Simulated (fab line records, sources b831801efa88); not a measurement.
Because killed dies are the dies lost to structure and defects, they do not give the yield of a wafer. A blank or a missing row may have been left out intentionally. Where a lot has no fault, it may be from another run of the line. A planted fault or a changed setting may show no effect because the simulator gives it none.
Tool commonality check	flow sky130	13 lots and 48 wafers in the sample

## REASON IT WAS OPENED
At SKY_NWELL_RS_MEAS_29 the reading NWELL_RS is flagged on 3 of 13 lots. Fault-free wafers read 621.5 ohm/sq, with a standard deviation of 1.6.
Rule: flag the lot when none of its wafers has a number, or when each of its wafers that has one lies beyond 4 standard deviations from that mean. The other lots count as sound.

lot	measured	on	NWELL_RS (ohm/sq), wafer by wafer	flag
L749	day 5 17:34	film metro-04	620.3 621.0 618.6	
L750	day 6 06:13	film metro-02	619.3 621.3 619.5	
L752	day 6 10:03	film metro-01	601.4 600.5 601.3 601.5 599.8 602.0	FLAGGED
L751	day 6 10:23	film metro-04	619.3 620.1 621.2	
L753	day 6 21:25	film metro-02	604.3 604.8 604.8 603.2 605.0 605.0	FLAGGED
L763	day 9 03:21	film metro-04	602.2 601.0 599.7 600.5 599.4 598.9	FLAGGED
L764	day 9 06:51	film metro-02	623.7 624.8 623.5	
L765	day 9 14:52	film metro-01	619.9 620.8 619.7	
L766	day 9 19:14	film metro-01	619.2 619.1 618.3	
L767	day 10 00:07	film metro-02	623.4 624.8 622.9	
L768	day 10 08:55	film metro-02	623.4 622.5 623.0	
L770	day 10 21:35	film metro-02	621.4 622.1 622.2	
L771	day 11 10:37	film metro-02	621.8 623.8 621.2	
Average over the flagged lots: 602.0 ohm/sq; offset from the usual -19.5 ohm/sq, equal to -12 standard deviations.

## EACH LOT AND THE TOOL IT RAN ON
The record holds 1 process step before the reading, out of a route of 708 steps. Read each cell as the tool, then ch plus the chambers that the sampled wafers visited, then the start.
lot	flag	SKY_NWELL_IMPLANT_13
L749		implanter-01 ch 0, day 4 22:30
L750		implanter-03 ch 0, day 5 12:13
L752	FLAGGED	implanter-03 ch 0, day 5 15:27
L751		implanter-01 ch 0, day 5 15:45
L753	FLAGGED	implanter-01 ch 0, day 6 02:37
L763	FLAGGED	implanter-01 ch 0, day 8 06:41
L764		implanter-01 ch 0, day 8 09:14
L765		implanter-01 ch 0, day 8 16:58
L766		implanter-02 ch 0, day 8 20:59
L767		implanter-01 ch 0, day 9 01:32
L768		implanter-01 ch 0, day 9 10:36
L770		implanter-01 ch 0, day 9 22:36
L771		implanter-01 ch 0, day 10 11:17
What is done by these steps:
- SKY_NWELL_IMPLANT_13
- SKY_NWELL_RS_MEAS_29: measures by four-point-probe.

## FLAGGED AGAINST TOTAL, ONE TOOL AT A TIME (gauges that did the reading follow at the end)
step	tool	lots run	flagged	share of the flagged lots	sound lots run after its first flagged lot
SKY_NWELL_IMPLANT_13	implanter-01	10	2	some	6 (L764,L765,L767,L768,L770,L771)
SKY_NWELL_IMPLANT_13	implanter-02	1	0	none	-
SKY_NWELL_IMPLANT_13	implanter-03	2	1	some	0
SKY_NWELL_RS_MEAS_29	film metro-01	3	1	some	2 (L765,L766)
SKY_NWELL_RS_MEAS_29	film metro-02	7	1	some	5 (L764,L767,L768,L770,L771)
SKY_NWELL_RS_MEAS_29	film metro-04	3	1	some	0

## WHAT THE TABLE PERMITS
No row of the table ran every flagged lot.

## WHAT THE SIMULATOR PUT IN
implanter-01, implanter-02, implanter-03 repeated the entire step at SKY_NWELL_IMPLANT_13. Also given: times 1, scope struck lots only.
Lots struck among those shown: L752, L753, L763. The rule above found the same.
